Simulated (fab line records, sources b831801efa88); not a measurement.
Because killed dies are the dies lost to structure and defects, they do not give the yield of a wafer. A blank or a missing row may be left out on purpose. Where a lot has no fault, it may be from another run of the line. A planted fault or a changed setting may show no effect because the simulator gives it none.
The tool behind it: which one? ; flow sky130 ; 24 lots with 72 wafers sampled at 6 steps, on a route of 708 steps

WHAT EACH GAUGE READ, for each wafer
SKY_NWELL_TW_MEAS_15. Usual: for NWELL_TW the level is 1815 and the standard deviation is 11.
lot;measured;on;NWELL_TW;flag
L074;day 4 16:22;film metro-04;1810 1800 1808;
L075;day 4 18:15;film metro-04;1818 1811 1810;
L076;day 5 01:53;film metro-02;1810 1807 1808;
L077;day 5 07:24;film metro-04;1790 1802 1799;
L078;day 5 13:56;film metro-02;1805 1809 1802;
L079;day 5 18:42;film metro-01;1818 1817 1806;
L080;day 6 06:48;film metro-01;1831 1826 1832;
L081;day 6 12:27;film metro-02;1814 1812 1809;
L082;day 6 15:56;film metro-02;1810 1820 1814;
L084;day 7 04:18;film metro-01;1832 1840 1838;
L083;day 7 04:41;film metro-04;1820 1821 1808;
L085;day 7 11:14;film metro-04;1821 1821 1820;
L086;day 7 16:29;film metro-04;1806 1815 1812;
L087;day 7 18:05;film metro-02;1800 1809 1797;
L088;day 8 01:17;film metro-01;1822 1821 1819;
L089;day 8 09:54;film metro-01;1816 1816 1823;
L090;day 8 11:55;film metro-01;1826 1826 1825;
L091;day 8 18:12;film metro-02;1803 1808 1810;
L092;day 8 22:16;film metro-04;1804 1802 1801;
L093;day 9 05:07;film metro-01;1828 1834 1834;
L094;day 9 08:06;film metro-04;1792 1799 1793;
L095;day 9 18:08;film metro-04;1801 1812 1809;
L096;day 9 21:54;film metro-01;1830 1831 1818;
L097;day 10 02:41;film metro-01;1836 1830 1827;

SKY_RES_PROTECT_TW_MEAS_08. Usual: for POLY_GATE_TW the level is 4018 and the standard deviation is 23.
lot;measured;on;POLY_GATE_TW;flag
L074;day 15 07:40;film metro-04;4001 4004 3995;
L075;day 15 13:40;film metro-04;4004 4007 3998;
L076;day 16 00:53;film metro-04;3966 4003 4024;
L077;day 16 05:14;film metro-03;4013 4048 4011;
L078;day 16 18:58;film metro-03;4048 4032 4063;
L079;day 17 04:23;film metro-02;4043 4003 4006;
L080;day 17 20:43;film metro-03;3998 3992 4006;
L081;day 18 02:46;film metro-04;4033 4032 4032;
L082;day 18 10:55;film metro-02;4028 4020 4006;
L084;day 19 05:57;film metro-02;3995 4017 4017;
L083;day 19 06:13;film metro-03;4035 4007 4015;
L085;day 19 15:12;film metro-04;4045 4037 4027;
L086;day 19 19:52;film metro-04;4008 4034 4041;
L087;day 19 20:19;film metro-04;4036 4038 4024;
L088;day 20 06:08;film metro-04;3998 4000 3993;
L089;day 20 22:02;film metro-02;3994 3994 3999;
L090;day 21 01:52;film metro-03;4019 3996 4000;
L091;day 21 10:14;film metro-02;3972 3977 3993;
L092;day 21 20:14;film metro-02;4010 4012 4005;
L093;day 22 00:35;film metro-04;3994 3977 3999;
L094;day 22 07:43;film metro-03;4040 4064 4025;
L095;day 22 17:31;film metro-03;4042 4068 4046;
L096;day 23 00:19;film metro-02;4032 4015 4028;
L097;day 23 06:55;film metro-03;4071 4033 4048;

SKY_POLY_GATE_THK_MEAS_21. Usual: for POLY_GATE_OXIDATION_THK the level is 3.94 nm and the standard deviation is 0.095.
lot;measured;on;POLY_GATE_OXIDATION_THK (nm);flag
L074;day 16 17:46;film metro-01;4.04 3.97 4.09;
L075;day 17 01:13;film metro-03;4.11 4.10 4.20;
L076;day 17 09:38;film metro-01;4.03 4.01 4.09;
L077;day 17 13:47;film metro-03;4.01 3.95 4.01;
L078;day 18 06:53;film metro-03;4.06 4.14 4.03;
L079;day 18 16:10;film metro-04;4.00 4.03 3.97;
L080;day 19 05:43;film metro-03;3.85 3.98 3.91;
L081;day 19 13:24;film metro-03;4.01 3.88 3.98;
L082;day 19 23:15;film metro-01;3.92 4.08 4.04;
L084;day 20 16:30;film metro-03;3.92 3.88 3.93;
L083;day 20 18:10;film metro-03;3.88 3.92 3.88;
L085;day 21 01:35;film metro-04;3.94 4.01 3.96;
L086;day 21 05:52;film metro-04;3.89 3.88 3.92;
L087;day 21 07:24;film metro-01;3.78 3.82 3.86;
L088;day 21 15:44;film metro-04;3.87 3.85 3.83;
L089;day 22 07:51;film metro-03;3.90 3.95 3.80;
L090;day 22 12:40;film metro-04;3.96 3.89 3.90;
L091;day 22 20:38;film metro-01;3.84 3.84 3.84;
L092;day 23 06:20;film metro-04;3.94 3.90 3.93;
L093;day 23 10:31;film metro-04;3.89 3.85 3.90;
L094;day 23 17:42;film metro-04;4.10 3.93 4.01;
L095;day 24 02:59;film metro-03;3.72 3.80 3.84;
L096;day 24 09:34;film metro-03;3.93 3.96 3.96;
L097;day 24 16:21;film metro-04;3.82 3.73 3.78;

SKY_VIA2_BOW_MEAS_03. Usual: for VIA2_BOW the level is 86 um and the standard deviation is 7.7.
lot;measured;on;VIA2_BOW (um);flag
L074;day 35 08:36;film metro-02;83 79 85;
L075;day 35 14:47;film metro-03;74 75 85;
L076;day 35 22:43;film metro-03;83 91 94;
L077;day 36 01:52;film metro-03;99 92 98;
L078;day 36 15:48;film metro-01;87 87 102;
L079;day 37 04:46;film metro-01;97 78 89;
L080;day 37 15:05;film metro-02;90 78 85;
L081;day 37 22:44;film metro-03;79 77 81;
L082;day 38 07:26;film metro-03;96 85 70;
L084;day 38 19:40;film metro-01;76 79 84;
L083;day 38 21:26;film metro-01;89 83 86;
L085;day 39 06:19;film metro-03;85 88 85;
L086;day 39 07:42;film metro-03;92 96 90;
L087;day 39 08:23;film metro-03;71 92 78;
L088;day 39 12:01;film metro-03;90 89 105;
L089;day 40 03:56;film metro-03;100 87 76;
L090;day 40 10:37;film metro-03;87 74 92;
L091;day 40 14:07;film metro-01;75 78 89;
L092;day 40 19:28;film metro-01;101 96 85;
L093;day 40 20:26;film metro-03;88 81 90;
L094;day 41 03:35;film metro-01;84 74 80;
L095;day 41 17:31;film metro-03;79 88 91;
L096;day 41 18:31;film metro-03;95 87 85;
L097;day 42 01:17;film metro-02;78 83 84;

TOOL THAT RAN EACH LOT (tool first, then ch and the chambers of the sampled wafers, then the start)
lot;SKY_SPACER_ETCHBACK_02;SKY_METAL1_STRIP_20
L074;rie diel-03 ch 0,2,3, day 23 05:22;plasma asher-01 ch 0,1, day 32 22:56
L075;rie diel-04 ch 0,3, day 23 11:50;plasma asher-01 ch 0,1, day 33 05:35
L076;rie diel-04 ch 2,3, day 23 20:18;plasma asher-03 ch 0,1, day 33 13:12
L077;rie diel-04 ch 1,2,3, day 24 00:42;plasma asher-03 ch 1, day 33 16:56
L078;rie diel-03 ch 1,2,3, day 24 17:16;plasma asher-04 ch 0,1, day 34 06:42
L079;rie diel-02 ch 1,3, day 25 05:24;plasma asher-04 ch 0, day 34 19:48
L080;rie diel-04 ch 1,2,3, day 25 17:46;plasma asher-04 ch 0,1, day 35 06:17
L081;rie diel-04 ch 1,2,3, day 26 04:02;plasma asher-03 ch 0,1, day 35 14:14
L082;rie diel-02 ch 0,2, day 26 10:03;plasma asher-01 ch 0,1, day 35 23:05
L084;rie diel-03 ch 1,3, day 27 02:15;plasma asher-03 ch 0,1, day 36 11:57
L083;rie diel-02 ch 1,3, day 27 04:04;plasma asher-04 ch 0,1, day 36 13:15
L085;rie diel-04 ch 1,3, day 27 10:37;plasma asher-04 ch 0,1, day 36 19:40
L086;rie diel-03 ch 0,1,3, day 27 14:03;plasma asher-04 ch 0, day 36 23:45
L087;rie diel-03 ch 0,1,3, day 27 15:34;plasma asher-03 ch 0,1, day 37 00:37
L088;rie diel-02 ch 0,1,3, day 27 22:43;plasma asher-03 ch 0,1, day 37 05:14
L089;rie diel-04 ch 0,1,3, day 28 14:41;plasma asher-03 ch 0,1, day 37 21:00
L090;rie diel-04 ch 0,2,3, day 28 20:31;plasma asher-03 ch 1, day 38 02:00
L091;rie diel-03 ch 1,2,3, day 29 02:52;plasma asher-04 ch 0,1, day 38 07:53
L092;rie diel-04 ch 0,2,3, day 29 11:41;plasma asher-03 ch 0,1, day 38 14:38
L093;rie diel-03 ch 0,1, day 29 14:09;plasma asher-04 ch 0,1, day 38 16:55
L094;rie diel-04 ch 2,3, day 29 20:32;plasma asher-04 ch 1, day 38 21:11
L095;rie diel-02 ch 0,1,3, day 30 08:28;plasma asher-03 ch 1, day 39 12:00
L096;rie diel-02 ch 0,1,2, day 30 12:05;plasma asher-03 ch 0,1, day 39 12:21
L097;rie diel-02 ch 0,1,2, day 30 21:23;plasma asher-03 ch 0,1, day 39 21:51
- SKY_SPACER_ETCHBACK_02: etches Si3N4 in CH3F/O2, stops on SiO2, time 46.7 s, target depth 45 nm.
- SKY_METAL1_STRIP_20: strips in O2/N2.

AS READ BY THE TOOLS THEMSELVES (means over the sampled wafers that have a number; for cases with no such wafer, the mark the record gives instead)
SKY_SPACER_ETCHBACK_02. Usual: chamber pressure mTorr 25.002 mTorr, standard deviation 0.024; drypump motor current A 5.7 A, standard deviation 0.48; oes product au 0.852 a.u., standard deviation 0.0062; throttle valve pct 10.562 %, standard deviation 0.0086.
lot;tool;chamber pressure mTorr (mTorr);drypump motor current A (A);oes product au (a.u.);throttle valve pct (%);flag
L074;rie diel-03;25.000;5.9;0.850;10.559;
L075;rie diel-04;24.995;5.7;0.844;10.568;
L076;rie diel-04;24.993;5.3;0.849;10.562;
L077;rie diel-04;25.031;5.4;0.854;10.561;
L078;rie diel-03;25.007;5.9;0.860;10.559;
L079;rie diel-02;24.986;6.3;0.854;10.556;
L080;rie diel-04;24.985;5.5;0.861;10.557;
L081;rie diel-04;25.007;5.5;0.860;10.561;
L082;rie diel-02;25.006;5.6;0.853;10.559;
L084;rie diel-03;25.005;5.8;0.854;10.560;
L083;rie diel-02;24.999;5.9;0.851;10.567;
L085;rie diel-04;24.967;5.2;0.846;10.568;
L086;rie diel-03;25.005;5.7;0.851;10.566;
L087;rie diel-03;24.984;5.7;0.851;10.568;
L088;rie diel-02;24.993;6.0;0.849;10.553;
L089;rie diel-04;24.992;5.7;0.847;10.564;
L090;rie diel-04;25.005;5.5;0.847;10.557;
L091;rie diel-03;25.003;5.9;0.851;10.565;
L092;rie diel-04;24.990;5.5;0.860;10.562;
L093;rie diel-03;25.003;5.6;0.854;10.561;
L094;rie diel-04;24.993;5.3;0.850;10.561;
L095;rie diel-02;25.021;6.0;0.847;10.561;
L096;rie diel-02;25.006;5.6;0.849;10.563;
L097;rie diel-02;25.023;5.6;0.854;10.561;

SKY_METAL1_STRIP_20. Usual: chamber pressure mTorr 1499.9 mTorr, standard deviation 1.5; drypump motor current A 5.8 A, standard deviation 0.35; oes product au 0.342 a.u., standard deviation 0.0048; strip time to endpoint s 2.69 s, standard deviation 0.052.
lot;tool;chamber pressure mTorr (mTorr);drypump motor current A (A);oes product au (a.u.);strip time to endpoint s (s);flag
L074;plasma asher-01;1499.4;5.8;0.340;2.68;
L075;plasma asher-01;1500.4;5.8;0.337;2.64;
L076;plasma asher-03;1501.7;5.5;0.342;2.72;
L077;plasma asher-03;1500.5;5.6;0.341;2.70;
L078;plasma asher-04;1500.1;6.2;0.338;2.68;
L079;plasma asher-04;1500.2;5.9;0.338;2.66;
L080;plasma asher-04;1500.6;6.3;0.343;2.69;
L081;plasma asher-03;1498.0;5.5;0.341;2.67;
L082;plasma asher-01;1499.4;5.8;0.345;2.73;
L084;plasma asher-03;1499.6;5.5;0.340;2.71;
L083;plasma asher-04;1499.3;6.3;0.342;2.61;
L085;plasma asher-04;1498.8;6.1;0.339;2.65;
L086;plasma asher-04;1500.0;5.9;0.345;2.66;
L087;plasma asher-03;1500.4;5.5;0.347;2.78;
L088;plasma asher-03;1498.8;5.5;0.341;2.65;
L089;plasma asher-03;1499.8;5.5;0.347;2.76;
L090;plasma asher-03;1500.9;5.5;0.339;2.67;
L091;plasma asher-04;1500.9;6.3;0.341;2.64;
L092;plasma asher-03;1500.3;5.5;0.344;2.75;
L093;plasma asher-04;1502.0;6.3;0.341;2.68;
L094;plasma asher-04;1499.9;6.5;0.344;2.70;
L095;plasma asher-03;1500.2;5.6;0.345;2.73;
L096;plasma asher-03;1498.8;5.5;0.339;2.64;
L097;plasma asher-03;1499.4;5.5;0.350;2.75;

THE ANSWER, worked out from the rows above alone
Rule: a lot counts as off when the mean over its wafers that have a number is more than 3 standard deviations away from the usual mean. Also off: a lot with no number at a reading for which 4 or more lots have one. The other lots that the step has rows for count as sound. Order of review: gauges by route order, followed by the tools' own readings, for which a lot's mean as printed above is used. At the first step where some lot is off, the reading lying furthest off is the one used; lots without a number count as furthest.
No lot is off at any reading shown: from this, nothing can be told.

WHAT THE SIMULATOR PUT IN
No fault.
